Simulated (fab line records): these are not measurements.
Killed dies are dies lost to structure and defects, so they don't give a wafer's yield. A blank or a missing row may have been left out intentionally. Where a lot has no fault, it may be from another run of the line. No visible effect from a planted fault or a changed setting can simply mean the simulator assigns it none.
Which tool is to blame? :: flow gf180mcu :: Sampling: 13 lots, 39 wafers, 4 of 602 route steps

## WHAT THE GAUGES READ, wafer by wafer
GF_V2_THK_MEAS_01. Usual: for V2_CVD_00_THK the level is 598 nm and the standard deviation is 7.4.
lot: L871
measured: day 19 14:49
on: filmMetro-01
V2_CVD_00_THK (nm): 604 605 608
flag: 

lot: L875
measured: day 20 17:43
on: filmMetro-04
V2_CVD_00_THK (nm): 596 596 599
flag: 

lot: L876
measured: day 21 11:07
on: filmMetro-01
V2_CVD_00_THK (nm): 601 593 605
flag: 

lot: L877
measured: day 21 11:45
on: filmMetro-01
V2_CVD_00_THK (nm): 595 608 600
flag: 

lot: L878
measured: day 21 23:55
on: filmMetro-01
V2_CVD_00_THK (nm): 610 595 610
flag: 

lot: L879
measured: day 22 06:02
on: filmMetro-01
V2_CVD_00_THK (nm): 599 598 597
flag: 

lot: L881
measured: day 22 20:23
on: filmMetro-04
V2_CVD_00_THK (nm): 603 593 605
flag: 

lot: L888
measured: day 25 07:14
on: filmMetro-03
V2_CVD_00_THK (nm): 600 607 602
flag: 

lot: L889
measured: day 25 15:40
on: filmMetro-01
V2_CVD_00_THK (nm): 604 594 613
flag: 

lot: L890
measured: day 25 23:40
on: filmMetro-03
V2_CVD_00_THK (nm): 588 598 601
flag: 

lot: L892
measured: day 26 12:56
on: filmMetro-01
V2_CVD_00_THK (nm): 587 596 594
flag: 

lot: L893
measured: day 26 22:08
on: filmMetro-03
V2_CVD_00_THK (nm): 594 601 593
flag: 

lot: L894
measured: day 26 23:52
on: filmMetro-03
V2_CVD_00_THK (nm): 602 594 593
flag: 

GF_V2_BOW_MEAS_05. Usual: for V2_BOW the level is 99 um and the standard deviation is 8.
lot: L871
measured: day 19 15:20
on: filmMetro-01
V2_BOW (um): 105 96 108
flag: 

lot: L875
measured: day 20 18:13
on: filmMetro-04
V2_BOW (um): 102 95 109
flag: 

lot: L876
measured: day 21 11:36
on: filmMetro-03
V2_BOW (um): 101 99 104
flag: 

lot: L877
measured: day 21 12:16
on: filmMetro-04
V2_BOW (um): 96 107 100
flag: 

lot: L878
measured: day 22 00:25
on: filmMetro-01
V2_BOW (um): 88 83 96
flag: 

lot: L879
measured: day 22 06:31
on: filmMetro-04
V2_BOW (um): 104 114 103
flag: 

lot: L881
measured: day 22 20:53
on: filmMetro-01
V2_BOW (um): 101 109 98
flag: 

lot: L888
measured: day 25 07:44
on: filmMetro-03
V2_BOW (um): 90 89 92
flag: 

lot: L889
measured: day 25 16:10
on: filmMetro-01
V2_BOW (um): 87 97 88
flag: 

lot: L890
measured: day 26 00:10
on: filmMetro-03
V2_BOW (um): 94 97 96
flag: 

lot: L892
measured: day 26 13:25
on: filmMetro-04
V2_BOW (um): 116 111 109
flag: 

lot: L893
measured: day 26 22:38
on: filmMetro-01
V2_BOW (um): 98 93 102
flag: 

lot: L894
measured: day 27 00:22
on: filmMetro-04
V2_BOW (um): 85 90 84
flag: 

## WHICH TOOL RAN EACH LOT (tool, then ch and the chambers of the sampled wafers, then the start)
lot: L871
GF_V1_CVD_02: pecvd-01 ch 0,1,2, day 17 12:13
GF_M2_SPUTTER_02: pvdSputter-04, day 18 13:34

lot: L875
GF_V1_CVD_02: pecvd-02 ch 1,2, day 18 13:56
GF_M2_SPUTTER_02: pvdSputter-03, day 19 16:34

lot: L876
GF_V1_CVD_02: pecvd-04 ch 0,1, day 19 07:19
GF_M2_SPUTTER_02: pvdSputter-03, day 20 10:07

lot: L877
GF_V1_CVD_02: pecvd-02 ch 0,2, day 19 08:41
GF_M2_SPUTTER_02: pvdSputter-03, day 20 10:59

lot: L878
GF_V1_CVD_02: pecvd-04 ch 0,2, day 19 21:28
GF_M2_SPUTTER_02: pvdSputter-04, day 20 23:13

lot: L879
GF_V1_CVD_02: pecvd-04 ch 0,1,2, day 20 03:21
GF_M2_SPUTTER_02: pvdSputter-03, day 21 05:17

lot: L881
GF_V1_CVD_02: pecvd-04 ch 0,1,2, day 20 17:46
GF_M2_SPUTTER_02: pvdSputter-02, day 21 19:58

lot: L888
GF_V1_CVD_02: pecvd-01 ch 0,1,2, day 23 07:51
GF_M2_SPUTTER_02: pvdSputter-04, day 24 08:36

lot: L889
GF_V1_CVD_02: pecvd-04 ch 0,1, day 23 16:43
GF_M2_SPUTTER_02: pvdSputter-03, day 24 17:20

lot: L890
GF_V1_CVD_02: pecvd-04 ch 0,2, day 24 00:49
GF_M2_SPUTTER_02: pvdSputter-03, day 25 01:09

lot: L892
GF_V1_CVD_02: pecvd-02 ch 0,2, day 24 15:05
GF_M2_SPUTTER_02: pvdSputter-04, day 25 14:40

lot: L893
GF_V1_CVD_02: pecvd-01 ch 0,1,2, day 25 01:25
GF_M2_SPUTTER_02: pvdSputter-04, day 26 00:49

lot: L894
GF_V1_CVD_02: pecvd-04 ch 0,1,2, day 25 02:30
GF_M2_SPUTTER_02: pvdSputter-02, day 26 01:43
- GF_V1_CVD_02: deposits SiO2 from TEOS, target thk 850 nm, time 94.851 s.
- GF_M2_SPUTTER_02: material AlCu, target thk 450 nm, time 23.9 s.

## AS READ BY THE TOOLS THEMSELVES (means over the sampled wafers that have a number; for cases with no such wafer, the mark the record gives instead)
GF_V1_CVD_02. Usual: heaterPowerW 654 W, standard deviation 93; rfFwdPowerW 596.5 W, standard deviation 1.8; runLengthS 122.6 s, standard deviation 0.53.
lot: L871
tool: pecvd-01
heaterPowerW (W): 731
rfFwdPowerW (W): 597.2
runLengthS (s): 122.4
flag: 

lot: L875
tool: pecvd-02
heaterPowerW (W): 688
rfFwdPowerW (W): 596.7
runLengthS (s): 122.3
flag: 

lot: L876
tool: pecvd-04
heaterPowerW (W): 625
rfFwdPowerW (W): 596.7
runLengthS (s): 123.1
flag: 

lot: L877
tool: pecvd-02
heaterPowerW (W): 644
rfFwdPowerW (W): 596.3
runLengthS (s): 122.9
flag: 

lot: L878
tool: pecvd-04
heaterPowerW (W): 533
rfFwdPowerW (W): 596.2
runLengthS (s): 122.5
flag: 

lot: L879
tool: pecvd-04
heaterPowerW (W): 635
rfFwdPowerW (W): 597.0
runLengthS (s): 127.1
flag: OFF

lot: L881
tool: pecvd-04
heaterPowerW (W): 602
rfFwdPowerW (W): 596.5
runLengthS (s): 126.7
flag: OFF

lot: L888
tool: pecvd-01
heaterPowerW (W): 730
rfFwdPowerW (W): 595.7
runLengthS (s): 122.2
flag: 

lot: L889
tool: pecvd-04
heaterPowerW (W): 573
rfFwdPowerW (W): 597.3
runLengthS (s): 123.2
flag: 

lot: L890
tool: pecvd-04
heaterPowerW (W): 587
rfFwdPowerW (W): 596.7
runLengthS (s): 122.7
flag: 

lot: L892
tool: pecvd-02
heaterPowerW (W): 653
rfFwdPowerW (W): 595.8
runLengthS (s): 122.5
flag: 

lot: L893
tool: pecvd-01
heaterPowerW (W): 707
rfFwdPowerW (W): 596.1
runLengthS (s): 122.3
flag: 

lot: L894
tool: pecvd-04
heaterPowerW (W): 553
rfFwdPowerW (W): 596.7
runLengthS (s): 122.9
flag: 

GF_M2_SPUTTER_02. Usual: throttleValvePct reads 30.3 % (standard deviation 1.1).
lot: L871
tool: pvdSputter-04
throttleValvePct (%): 30.6
flag: 

lot: L875
tool: pvdSputter-03
throttleValvePct (%): 30.0
flag: 

lot: L876
tool: pvdSputter-03
throttleValvePct (%): 30.1
flag: 

lot: L877
tool: pvdSputter-03
throttleValvePct (%): 29.0
flag: 

lot: L878
tool: pvdSputter-04
throttleValvePct (%): 29.7
flag: 

lot: L879
tool: pvdSputter-03
throttleValvePct (%): 30.6
flag: 

lot: L881
tool: pvdSputter-02
throttleValvePct (%): 31.1
flag: 

lot: L888
tool: pvdSputter-04
throttleValvePct (%): 31.8
flag: 

lot: L889
tool: pvdSputter-03
throttleValvePct (%): 29.2
flag: 

lot: L890
tool: pvdSputter-03
throttleValvePct (%): 30.0
flag: 

lot: L892
tool: pvdSputter-04
throttleValvePct (%): 30.6
flag: 

lot: L893
tool: pvdSputter-04
throttleValvePct (%): 29.7
flag: 

lot: L894
tool: pvdSputter-02
throttleValvePct (%): 30.7
flag: 

## THE ANSWER, worked out from the rows above alone
Rule: take the mean of a lot's wafers that have a number; if it is more than 3 standard deviations from the usual mean, the lot is off. A lot without any number at a reading at which 4 lots or more have one is off too. All remaining lots with rows at the step are treated as sound. The gauges are gone through in route order, then the tools' own readings, and for those a lot's mean is taken as printed above. At the first step where some lot is off, the reading lying furthest off is the one used; lots without a number count as furthest.
Off: L879, L881 (GF_V1_CVD_02, runLengthS).
If a tool, at that step or one of the process steps before it, ran each lot that is off and ran no sound lot following the first of them, it fits. Not one of the candidates tried fits.

## WHAT THE SIMULATOR PUT IN
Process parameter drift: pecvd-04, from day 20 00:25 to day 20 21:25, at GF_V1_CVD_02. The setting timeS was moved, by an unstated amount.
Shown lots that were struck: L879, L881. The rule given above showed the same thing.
